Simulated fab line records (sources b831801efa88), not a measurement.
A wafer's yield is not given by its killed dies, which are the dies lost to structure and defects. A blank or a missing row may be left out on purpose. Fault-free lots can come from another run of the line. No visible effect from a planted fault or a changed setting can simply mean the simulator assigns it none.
Matching of chambers ; flow gf180mcu ; GF_V3_CMP_04 on cmp-02 has 4 sister chambers
The step polishes SiO2. 8 wafers are shown with their chamber, then 7 later ones without.

== WAFERS PAIRED WITH THEIR CHAMBERS ==
wafer;chamber;motorCurrentA (A);timeToEndpointS (s)
L899.5;2;10.9;84
L900.4;2;10.4;82
L905.6;3;11.2;92
L906.3;0;12.0;74
L906.4;1;9.2;88
L906.5;1;8.9;86
L908.1;0;12.0;76
L908.4;3;10.6;82

== WAFERS WITHOUT THEIR CHAMBER ==
wafer;motorCurrentA (A);timeToEndpointS (s)
L908.6;10.6;81
L909.2;8.9;79
L911.1;12.7;74
L911.5;11.0;79
L922.2;10.7;69
L922.3;9.4;72
L922.6;9.5;74

== WHICH CHAMBER EACH WENT THROUGH ==
wafer;from the rows above;in truth
L908.6;can't be placed: 2 or 3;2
L909.2;1;1
L911.1;0;0
L911.5;can't be placed: 2 or 3 or 0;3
L922.2;can't be placed: 2 or 0 or 3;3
L922.3;can't be placed: 1 or 2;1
L922.6;can't be placed: 1 or 2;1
Placed correctly: 2 of 7. These rows do not allow placing 5 (true chamber among the candidates in 5). Placed wrongly: 0.
How it was worked out, from the rows above alone: a wafer's distance from a chamber is the root of the sum, over the readings, of the square of ((its reading less the chamber's mean) divided by the reading's scatter). If the next closest chamber is less than 2 further off than the closest, the wafer can't be placed; otherwise it belongs to the closest. A chamber's mean is the mean of its shown wafers. The scatter is the square root of a quotient: the sum, over the shown wafers, of each reading's squared deviation from its chamber's mean, divided by wafers minus chambers.
